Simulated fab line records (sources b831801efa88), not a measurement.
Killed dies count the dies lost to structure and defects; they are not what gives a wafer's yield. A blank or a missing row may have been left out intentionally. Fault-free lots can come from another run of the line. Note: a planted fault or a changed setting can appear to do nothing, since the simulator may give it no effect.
A struck lot beside a sound one :: flow sky130 :: 16 steps out of a route of 708
Sound: wafers L472.2, L472.3, L472.5. The struck wafers were L484.1, L484.2, L484.3. At the end, the cause is stated.
At each step with rows: each side's tool, then ch and its chambers, then its first start. Under that, the readings that differ: sound wafers :: struck wafers :: difference of the means :: sigmas: that difference in standard deviations of wafers without a fault.
alike: readings whose means differ by less than 2 such deviations, and words and numbers that are the same on both sides. not compared: withheld readings, readings that some wafer has no value for, bounds like >300 that may hide the same value, and numbers for which the record gives no deviation and whose values overlap.
A row with sigmas, a row that says differs or no value, or rows on one side alone: a step with any of these is where the two part. Numbers that don't overlap but have no deviation are shown without sigmas and don't part them. A reading missing from all wafers of one side parts the sides only when that side holds two or more wafers.

first, 5 steps without rows for these wafers: SKY_POLY_GATE_COAT_08 (resist thk 450 nm); SKY_POLY_GATE_SOFTBAKE_09 (time 90 s); SKY_POLY_GATE_EXPOSE_10 (exposes mask P1M, target cd 150 nm); SKY_POLY_GATE_PEB_11; SKY_POLY_GATE_DEVELOP_12 (develop time 60 s).
SKY_POLY_GATE_CD_MEAS_13: the cd target is 150 nm.
  struck on cd sem-01, day 21 10:53; sound on cd sem-02, day 16 21:01
  alike: cd nm
SKY_POLY_GATE_OVL_MEAS_14:
  struck on overlay-02, day 21 11:01; sound on overlay-02, day 16 21:08
  alike: POLY_GATE_OVL
SKY_POLY_GATE_ETCH_15: etches BARC in N2/H2, stops on SiO2, time 118.5 s, target depth 110 nm.
  sound on rie diel-03 ch 0,1, day 16 21:10; struck on rie diel-03 ch 1,2,3, day 21 11:02
  alike: drypump motor current A, oes product au, throttle valve pct
  not compared: rf hours counter h
SKY_POLY_GATE_ETCH_16: etches Si3N4 in CH3F/O2, stops on poly-Si, time 147.5 s, target depth 75 nm.
  sound on rie diel-03 ch 0,1, day 16 21:14; struck on rie diel-03 ch 1,2,3, day 21 11:08
  alike: drypump motor current A, oes product au, throttle valve pct
  not compared: rf hours counter h
SKY_POLY_GATE_ETCH_17: etches poly-Si in HBr/Cl2, stops on SiO2, target depth 180 nm, time 70.5 s.
  sound on rie si-02 ch 1,2,3, day 16 21:20; struck on rie si-01 ch 1,2,3, day 21 11:14
  alike: drypump motor current A, oes product au, throttle valve pct
  not compared: rf hours counter h
SKY_POLY_GATE_STRIP_18: strips in O2/N2.
  sound on plasma asher-02 ch 0,1, day 16 21:23; struck on plasma asher-01 ch 0,1, day 21 11:17
reading: drypump motor current A (A)
sound: 6.33 6.34 6.07
struck: 5.79 5.48 5.45
difference: -0.67
sigmas: -2

reading: strip time to endpoint s (s)
sound: 3.27 3.23 3.27
struck: 3.17 3.16 3.05
difference: -0.13
sigmas: -2
  alike: oes product au
  not compared: rf hours counter h
then, 1 step without rows for these wafers: SKY_POLY_GATE_CLEAN_19 (cleans in SC1/SC2, time 150 s).
SKY_POLY_GATE_OXIDATION_20: stabilise 600 s, purge 300 s, target thk 4 nm.
  sound on furnace-01 ch 0, day 16 22:34; struck on furnace-01 ch 0, day 21 11:26
reading: spike tc bottom C (C)
sound: 868.1 865.2 867.0
struck: 901.3 901.6 901.3
difference: +34.6
sigmas: +27

reading: spike tc centre C (C)
sound: 849.6 852.5 851.0
struck: 886.5 886.8 885.7
difference: +35.3
sigmas: +35

reading: spike tc lower C (C)
sound: 850.3 850.4 849.4
struck: 886.0 886.4 886.0
difference: +36.1
sigmas: +36

reading: spike tc top C (C)
sound: 865.5 865.5 867.2
struck: 900.2 896.8 901.2
difference: +33.3
sigmas: +22

reading: spike tc upper C (C)
sound: 850.0 853.5 852.2
struck: 886.6 888.3 888.9
difference: +36.0
sigmas: +36

reading: tube center temp C (C)
sound: 850.08 849.96 850.12
struck: 884.7 884.84 884.71
difference: +34.7
sigmas: +99 or more

reading: tube_center_temp_C_max
sound: 852.9 851.9 852.3
struck: 886.5 886.7 887.3
difference: +34.5
sigmas: +99 or more

reading: zone power bottom pct (%)
sound: 24.8 24.1 24.4
struck: 26.4 27.1 26.4
difference: +2.2
sigmas: +3

reading: zone power centre pct (%)
sound: 16.19 16.26 16.32
struck: 18.03 17.85 17.87
difference: +1.66
sigmas: +8

reading: zone power upper pct (%)
sound: 17.8 17.6 17.6
struck: 18.9 18.9 18.9
difference: +1.2
sigmas: +4

reading: model.SiO2_of_POLY_GATE_OXIDATION_20.thk nm (nm)
sound: 3.994 4.069 4.106
struck: 6.102 6.062 6.065
difference: +2.020
sigmas: 
SKY_POLY_GATE_THK_MEAS_21:
  struck on film metro-03, day 21 12:41; sound on film metro-01, day 16 23:50
reading: POLY_GATE_OXIDATION_THK (nm)
sound: 3.98 4.04 4.11
struck: 6.14 6.07 6.11
difference: +2.06
sigmas: +27
SKY_POLY_GATE_CD_MEAS_22:
  struck on cd sem-01, day 21 12:45; sound on cd sem-02, day 16 23:55
  alike: cd nm
-- the record jumps here: 28 days lie between the struck wafers' starts before and after (it left off in module POLY_GATE and takes up again in module PAD_OPEN, whose first step shown is number 708 of the route) --
SKY_PAD_OPEN_PROBE_99:
  struck on prober-01, day 49 02:45; sound on prober-01, day 46 02:57
reading: model.etest.tip sonos.rs ohm sq
sound: 2667 2738 2729
struck: 3075 3080 3071
difference: +364
sigmas: 

reading: model.etest.tip p.rs ohm sq
sound: 6982 7002 7011
struck: 7295 7239 7255
difference: +265
sigmas: 

reading: model.etest.res pdiff.line ohm um
sound: 1333 1390 1394
struck: 1433 1468 1429
difference: +71
sigmas: 

reading: model.etest.tip n.rs ohm sq
sound: 436.2 438.2 434.9
struck: 487.4 485 484.6
difference: +49.2
sigmas: 

reading: model.etest.res ndiff.line ohm um
sound: 727.7 761.1 745.8
struck: 789 789.2 783.9
difference: +42
sigmas: 

reading: model.etest.res pdiff.rs ohm sq
sound: 199.1 200.2 200
struck: 205.7 207.2 203.8
difference: +5.8
sigmas: 

reading: model.etest.res pdiff hv.rs ohm sq
sound: 191.6 192.8 191.3
struck: 198.4 198.2 196.1
difference: +5.7
sigmas: 
  alike: killed_at_M0_to_M3, killed_at_M4_up, killed at contacts, killed at front end, killed at other, killed dies, killed on rim, killed open, killed short
  not compared: model.etest.pfet_01v8.r on ohm um

== WHERE THEY PART ==
Earliest at SKY_POLY_GATE_STRIP_18; latest, in this record, at SKY_POLY_GATE_THK_MEAS_21. Later steps at which nothing parts them and some readings are alike: SKY_POLY_GATE_CD_MEAS_22, SKY_PAD_OPEN_PROBE_99.

WHY: whatever the simulator had introduced
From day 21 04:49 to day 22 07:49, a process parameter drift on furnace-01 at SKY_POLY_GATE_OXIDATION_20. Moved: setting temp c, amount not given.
